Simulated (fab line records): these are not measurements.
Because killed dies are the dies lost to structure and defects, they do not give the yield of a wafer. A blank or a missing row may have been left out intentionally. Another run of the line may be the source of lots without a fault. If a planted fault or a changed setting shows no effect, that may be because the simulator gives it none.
A lot that was struck, set against a sound lot || flow gf180mcu || 14 steps out of a route of 602
Sound: wafers L231.1, L231.2, L231.5. Struck: wafers L239.2, L239.3, L239.6. Last of all comes the cause.
Each step with rows lists, per side, the tool, then ch with its chambers, then its first start. Under that, the readings that differ: sound wafers || struck wafers || difference of the means || sigmas: that difference in standard deviations of wafers without a fault.
alike: same words and numbers on both sides, and readings whose means sit less than 2 such deviations apart. not compared: any withheld reading, any reading some wafer has no value for, any bound like >300 that may hide the same value, and any number with overlapping values for which the record gives no deviation.
The two part at a step that has a row with sigmas, a row that says differs or no value, or rows on one side only. Non-overlapping numbers with no deviation appear without sigmas and do not part them. Lack of a reading on every wafer of one side parts them only where that side has two or more wafers.

first, 3 steps without rows for these wafers: GF_LVPWELL_EXPOSE_04 (exposes mask LVPWELL, target cd 600 nm); GF_LVPWELL_PEB_05; GF_LVPWELL_DEVELOP_06 (develop time 60 s).
GF_LVPWELL_OVL_MEAS_07:
  sound on overlay-02, day 5 05:40; struck on overlay-01, day 7 03:19
  alike: LVPWELL_OVL
then, 2 steps without rows for these wafers: GF_LVPWELL_IMPLANT_08; GF_LVPWELL_IMPLANT_09.
GF_LVPWELL_STRIP_10: strips in O2/N2.
  sound on plasma asher-02 ch 0,1, day 5 06:01; struck on plasma asher-02 ch 1, day 7 03:38
  alike: drypump motor current A, heater power w, oes product au, strip time to endpoint s
  not compared: rf hours counter h
GF_LVPWELL_TW_MEAS_11:
  sound on film metro-03, day 5 06:07; struck on film metro-02, day 7 03:45
{"reading": "LVPWELL_TW", "sound": "561.0 565.8 562.0", "struck": "567.4 566.0 570.2", "difference": "+4.9", "sigmas": "+2"}
then, 4 steps without rows for these wafers: GF_MVSD_DEHYDRATE_00 (time 60 s); GF_MVSD_HMDS_01 (prime time 60 s); GF_MVSD_COAT_02 (resist thk 3000 nm); GF_MVSD_SOFTBAKE_03.
GF_MVSD_EXPOSE_04: exposes mask MVSD, target cd 1000 nm.
  sound on iline stepper-02 ch 0, day 5 13:11; struck on iline stepper-02, day 7 11:28
  no value came back on the struck wafers for exposure dose mJ cm2, focus offset nm (nm); on the sound wafers exposure dose mJ cm2 reads 259.79 260.09 260.21
  alike: mask
then, 1 step without rows for these wafers: GF_MVSD_PEB_05.

WHERE THEY PART
At GF_LVPWELL_TW_MEAS_11 first; at GF_MVSD_EXPOSE_04 last (within this record only).

WHY: what had been put in by the simulator
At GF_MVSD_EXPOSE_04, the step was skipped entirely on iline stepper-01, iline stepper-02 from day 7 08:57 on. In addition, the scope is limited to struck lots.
